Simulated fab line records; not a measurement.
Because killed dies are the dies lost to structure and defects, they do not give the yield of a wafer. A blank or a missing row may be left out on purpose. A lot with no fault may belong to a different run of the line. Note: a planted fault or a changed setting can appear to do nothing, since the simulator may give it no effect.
The tool behind it: which one? | flow gf180mcu | 6 lots, 18 wafers sampled, at 2 steps of a route of 602

== WHAT THE GAUGES READ, wafer by wafer ==
GF_STI_THK_MEAS_24.
lot  | measured    | on            | STI_CVD_23_THK (nm)
L400 | day 2 10:26 | film-metro-02 | 651 657 652
L403 | day 3 01:37 | film-metro-03 | 653 657 654
L406 | day 3 17:00 | film-metro-03 | 643 648 648
L411 | day 4 17:03 | film-metro-04 | 654 665 646
L418 | day 6 05:04 | film-metro-04 | 659 536 531
L422 | day 7 02:14 | film-metro-04 | 645 527 641

== EACH LOT AND THE TOOL THAT RAN IT (in order: tool; ch and the chambers of the sampled wafers; start) ==
lot  | GF_STI_CVD_23
L400 | hdpcvd-01 ch 0,1,2, day 2 10:20
L403 | hdpcvd-02 ch 0,1,2, day 3 01:33
L406 | hdpcvd-01 ch 0,1, day 3 16:55
L411 | hdpcvd-01 ch 1,2, day 4 16:58
L418 | hdpcvd-01 ch 1,2, day 6 04:59
L422 | hdpcvd-01 ch 0,1,2, day 7 02:09
- GF_STI_CVD_23: deposits SiO2, target thk 650 nm, time 108.3 s.

== THE ANSWER, worked out from the rows above alone ==
Rule: usual is defined by the lots themselves. Put in order of their means at a reading, lots are off if they are a third of the lots or fewer, leave a main group of 4 or more, and stand apart from it by a gap of 3 or more times the standard deviation of the main group's means; of several such gaps the widest counts. The tables above print the reading to a certain number of digits; a main group whose means all agree to those digits is not used. Also off: a lot with no number at a reading for which 4 or more lots have one. Any other lot the step has rows for is counted as sound.
Off: L418, L422, seen at GF_STI_THK_MEAS_24 (STI_CVD_23_THK). The main group has a mean of 652 nm with a standard deviation of 3.5.
A tool fits if, at a process step before that reading, it ran every lot that is off, and no sound lot after the first of them. Gauges at GF_STI_THK_MEAS_24: tried the same way as those tools. This does not decide it: 2 tools fit, namely hdpcvd-01 at GF_STI_CVD_23 and film-metro-04 at GF_STI_THK_MEAS_24.

== WHAT THE SIMULATOR PUT IN ==
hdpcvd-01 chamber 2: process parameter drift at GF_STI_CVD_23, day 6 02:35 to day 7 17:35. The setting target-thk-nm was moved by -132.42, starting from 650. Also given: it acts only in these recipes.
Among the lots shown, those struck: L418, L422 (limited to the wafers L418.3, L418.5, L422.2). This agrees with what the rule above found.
